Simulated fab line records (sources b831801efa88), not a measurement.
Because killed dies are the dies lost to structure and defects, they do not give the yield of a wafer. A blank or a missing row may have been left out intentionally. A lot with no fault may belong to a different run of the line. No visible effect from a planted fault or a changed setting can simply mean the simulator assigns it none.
One fault through the eyes of 2 desks :: flow gf180mcu :: each desk has only its own numbers; what lay behind them comes last

## FROM THE METROLOGY DESK
Means of the sampled wafers that have a number, per lot and without regard to the tool the lot ran on: this is what the gauges read. The brackets show how far a lot's mean lies from the usual mean; more than 4 standard deviations puts the lot out of limits, marked OUT. Readings shown: 7 of its 9, picked as those furthest out on some lot.
Columns: A = V3_W_RS at GF_V3_RS_MEAS_24, usual 0.327 ohm/sq; B = V3_W_THK at GF_V3_THK_MEAS_25, usual 354 nm; C = M4_ALCU_RS at GF_M4_RS_MEAS_05, usual 0.0696 ohm/sq; D = cd nm at GF_M4_CD_MEAS_14, usual 279.9 nm; E = M4_OVL at GF_M4_OVL_MEAS_15, usual 0 nm; F = V4_CVD_00_THK at GF_V4_THK_MEAS_01, usual 597 nm; G = V4_BOW at GF_V4_BOW_MEAS_05, usual 134 um
lot: L229
first seen here: day 24 08:07
A: 0.326
B: 359
C: 0.0689
D: 280.1
E: 1
F: 605
G: 147

lot: L233
first seen here: day 25 18:43
A: 0.323
B: 363
C: 0.0699
D: 279.9
E: 0
F: 609
G: 139

lot: L235
first seen here: day 26 09:05
A: 0.331
B: 346
C: 0.0695
D: 279.4
E: 3
F: 606
G: 131

lot: L236
first seen here: day 26 15:40
A: 0.329
B: 352
C: 0.0703
D: 278.8
E: 6
F: 607
G: 128

lot: L243
first seen here: day 28 14:05
A: 0.329
B: 357
C: 0.0697
D: 279.4
E: -1
F: 589
G: 147

lot: L246
first seen here: day 29 17:04
A: 0.333
B: 351
C: 0.0697
D: 281.2
E: 3
F: 591
G: 123
This desk's finding: nothing out of limits on any of the 6 lots.

## DESK OF THE TOOL OWNER: pvd sputter-03
At GF_M4_SPUTTER_04 (material TiN, target thk 50 nm, time 41.7 s) the tool's own readings: per lot run on this tool, the mean of the sampled wafers that have a number. The brackets show how far a lot's mean lies from the usual mean; more than 4 standard deviations puts the lot out of limits, marked OUT.
Columns: A = cathode dc power W at GF_M4_SPUTTER_04, usual 6499.8 W; B = chamber pressure pa at GF_M4_SPUTTER_04, usual 0.4000 Pa; C = throttle valve pct at GF_M4_SPUTTER_04, usual 29.9 %
lot: L229
first seen here: day 24 08:47
A: 6500.0
B: 0.3998
C: 30.5

lot: L233
first seen here: day 25 19:21
A: 6500.9
B: 0.4788 (+91) OUT
C: 26.8

lot: L236
first seen here: day 26 16:20
A: 6498.9
B: 0.4783 (+90) OUT
C: 27.6
This desk's finding: out of limits on L233, L236; first on L233, day 25 19:21 (chamber pressure pa at GF_M4_SPUTTER_04). L229 stayed within limits.

## BROUGHT TOGETHER
An alarm could have come from the tool owner's desk at day 25 19:21, on L233, L236.
Metrology desk: nothing out of limits seen.
The metrology desk holds a record of L233, L236, inside its limits.
Of the lots named, all ran GF_M4_SPUTTER_04 on pvd sputter-03.

## WHAT WAS PUT IN BY THE SIMULATOR
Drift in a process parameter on pvd sputter-03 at GF_M4_SPUTTER_04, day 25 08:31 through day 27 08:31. From 0.4, the setting chamber pressure pa moved by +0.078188. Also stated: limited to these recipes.
Shown lots that were struck: L233, L236.
Each desk's first reading out of limits, in hours after the fault started: the tool owner's desk, 11.
